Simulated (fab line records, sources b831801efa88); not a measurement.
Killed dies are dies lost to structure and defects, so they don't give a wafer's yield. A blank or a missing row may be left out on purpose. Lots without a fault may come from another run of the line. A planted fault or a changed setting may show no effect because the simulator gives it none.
Which tool did it? | flow sky130 | 11 lots, 33 wafers sampled, at 5 steps of a route of 708

WHAT THE GAUGES READ, wafer by wafer
SKY_SD_P_CD_MEAS_07: target cd 380 nm. Usual: cd_nm 379.4 nm, standard deviation 2.7.
lot  | measured     | on        | cd_nm (nm)        | flag
L909 | day 25 12:08 | cd_sem-02 | 380.9 379.7 381.9 |
L911 | day 26 09:55 | cd_sem-02 | 379.1 379.4 378.6 |
L913 | day 27 06:05 | cd_sem-01 | 378.8 381.4 381.1 |
L914 | day 27 11:41 | cd_sem-02 | 372.8 377.2 374.5 |
L915 | day 27 20:31 | cd_sem-01 | 380.1 378.2 379.3 |
L916 | day 27 22:08 | cd_sem-01 | 384.6 385.4 383.7 |
L920 | day 29 14:32 | cd_sem-02 | - - -             | OFF
L928 | day 32 02:36 | cd_sem-01 | 379.5 380.0 379.8 |
L929 | day 32 10:07 | cd_sem-01 | 380.0 382.5 382.9 |
L931 | day 33 03:36 | cd_sem-01 | 377.3 379.6 379.8 |
L932 | day 33 04:53 | cd_sem-01 | 380.3 378.3 380.9 |

SKY_SD_P_TW_MEAS_11. Usual: SD_P_TW 2828, standard deviation 16.
lot  | measured     | on            | SD_P_TW        | flag
L909 | day 25 12:32 | film_metro-04 | 2807 2809 2821 |
L911 | day 26 10:19 | film_metro-01 | 2812 2820 2835 |
L913 | day 27 06:28 | film_metro-03 | 2806 2818 2809 |
L914 | day 27 12:05 | film_metro-03 | 2816 2805 2817 |
L915 | day 27 20:54 | film_metro-04 | 2840 2831 2837 |
L916 | day 27 22:32 | film_metro-01 | 2826 2811 2820 |
L920 | day 29 14:56 | film_metro-01 | 30 30 30       | OFF
L928 | day 32 02:58 | film_metro-03 | 2817 2803 2811 |
L929 | day 32 10:30 | film_metro-01 | 2856 2849 2851 |
L931 | day 33 03:59 | film_metro-01 | 2811 2809 2811 |
L932 | day 33 05:17 | film_metro-04 | 2839 2834 2845 |

SKY_RES_XHIGH_TW_MEAS_09. Usual: RES_XHIGH_TW 1639, standard deviation 11.
lot  | measured     | on            | RES_XHIGH_TW   | flag
L909 | day 26 18:02 | film_metro-01 | 1644 1647 1649 |
L911 | day 27 14:44 | film_metro-03 | 1635 1636 1629 |
L913 | day 28 11:10 | film_metro-04 | 1637 1644 1649 |
L914 | day 28 17:26 | film_metro-03 | 1620 1643 1625 |
L915 | day 29 01:15 | film_metro-04 | 1655 1653 1646 |
L916 | day 29 03:41 | film_metro-01 | 1624 1640 1633 |
L920 | day 30 19:32 | film_metro-04 | 2895 2894 2886 | OFF
L928 | day 33 06:04 | film_metro-04 | 1641 1643 1644 |
L929 | day 33 13:27 | film_metro-01 | 1630 1640 1627 |
L931 | day 34 06:18 | film_metro-03 | 1630 1627 1631 |
L932 | day 34 08:17 | film_metro-01 | 1644 1646 1633 |

WHICH TOOL RAN EACH LOT (tool, then ch and the chambers of the sampled wafers, then the start)
lot  | SKY_SONOS_ONO_ETCH_15              | SKY_SD_P_EXPOSE_04
L909 | rie_diel-03 ch 1,3, day 12 17:46   | iline_stepper-02 ch 0, day 24 21:23
L911 | rie_diel-04 ch 0,2, day 13 11:53   | iline_stepper-01 ch 0, day 25 19:16
L913 | rie_diel-02 ch 0,1,3, day 14 08:08 | iline_stepper-02 ch 0, day 26 16:19
L914 | rie_diel-03 ch 0,3, day 14 11:34   | iline_stepper-02 ch 0, day 26 22:05
L915 | rie_diel-04 ch 1,2, day 14 22:31   | iline_stepper-02 ch 0, day 27 06:08
L916 | rie_diel-02 ch 2,3, day 15 04:11   | iline_stepper-01 ch 0, day 27 07:28
L920 | rie_diel-02 ch 0,1,3, day 16 14:44 | iline_stepper-01 ch 0, day 29 00:32
L928 | rie_diel-02 ch 1,2,3, day 19 10:42 | iline_stepper-01 ch 0, day 31 13:31
L929 | rie_diel-02 ch 1,2,3, day 19 15:19 | iline_stepper-01 ch 0, day 31 20:44
L931 | rie_diel-04 ch 0,1,2, day 20 07:16 | iline_stepper-01 ch 0, day 32 13:58
L932 | rie_diel-03 ch 0,1,2, day 20 13:08 | iline_stepper-01 ch 0, day 32 15:20
- SKY_SONOS_ONO_ETCH_15: etches the open film in CHF3/O2, target depth 19.52 nm, time 7.8 s.
- SKY_SD_P_EXPOSE_04: exposes mask PSDM, target cd 380 nm.

WHAT THE TOOLS THEMSELVES READ (means of the sampled wafers that have a number; where no wafer has one, the mark that the record gives instead)
SKY_SONOS_ONO_ETCH_15. Usual: drypump_motor_current_A 5.9 A, standard deviation 0.4; oes_product_au 0.999 a.u., standard deviation 0.014; rf_fwd_power_W 589 W, standard deviation 3.4; throttle_valve_pct 8.824 %, standard deviation 0.0094.
lot  | tool        | drypump_motor_current_A (A) | oes_product_au (a.u.) | rf_fwd_power_W (W) | throttle_valve_pct (%) | flag
L909 | rie_diel-03 | 6.4                         | 0.997                 | 586                | 8.822                  |
L911 | rie_diel-04 | 5.9                         | 1.013                 | 590                | 8.823                  |
L913 | rie_diel-02 | 5.6                         | 0.989                 | 592                | 8.815                  |
L914 | rie_diel-03 | 6.1                         | 0.990                 | 589                | 8.820                  |
L915 | rie_diel-04 | 5.9                         | 0.996                 | 589                | 8.826                  |
L916 | rie_diel-02 | 5.2                         | 1.016                 | 590                | 8.828                  |
L920 | rie_diel-02 | 5.6                         | 0.991                 | 589                | 8.826                  |
L928 | rie_diel-02 | 5.4                         | 0.988                 | 591                | 8.823                  |
L929 | rie_diel-02 | 5.4                         | 0.990                 | 590                | 8.819                  |
L931 | rie_diel-04 | 6.0                         | 1.005                 | 589                | 8.826                  |
L932 | rie_diel-03 | 5.8                         | 0.988                 | 588                | 8.823                  |

SKY_SD_P_EXPOSE_04. Usual: exposure_dose_mJ_cm2 137.98, standard deviation 0.13.
lot  | tool             | exposure_dose_mJ_cm2 | flag
L909 | iline_stepper-02 | 138.03               |
L911 | iline_stepper-01 | 138.07               |
L913 | iline_stepper-02 | 137.98               |
L914 | iline_stepper-02 | 137.97               |
L915 | iline_stepper-02 | 137.96               |
L916 | iline_stepper-01 | 137.93               |
L920 | iline_stepper-01 | 138.01               |
L928 | iline_stepper-01 | 137.81               |
L929 | iline_stepper-01 | 138.02               |
L931 | iline_stepper-01 | 137.84               |
L932 | iline_stepper-01 | 138.05               |

THE ANSWER, worked out from the rows above alone
Rule: a lot is off if the mean of its wafers that have a number lies more than 3 standard deviations from the usual mean. A lot without any number at a reading at which 4 lots or more have one is off too. The other lots that the step has rows for count as sound. The gauges are gone through in route order, then the tools' own readings, and for those a lot's mean is taken as printed above. The first step at which some lot is off is used, and at that step the reading that is off furthest; a lot without a number counts as furthest.
Off: L920, at SKY_SD_P_CD_MEAS_07 (cd_nm). Without a number there: L920.
A tool fits if, at a process step before that reading, it ran every lot that is off, and no sound lot after the first of them. The gauges at SKY_SD_P_CD_MEAS_07 aren't tried: what is off there is off at SKY_SD_P_TW_MEAS_11 too, on other tools, and a gauge's error can't cause that. None of those tried fits.

WHAT THE SIMULATOR HAD PUT IN
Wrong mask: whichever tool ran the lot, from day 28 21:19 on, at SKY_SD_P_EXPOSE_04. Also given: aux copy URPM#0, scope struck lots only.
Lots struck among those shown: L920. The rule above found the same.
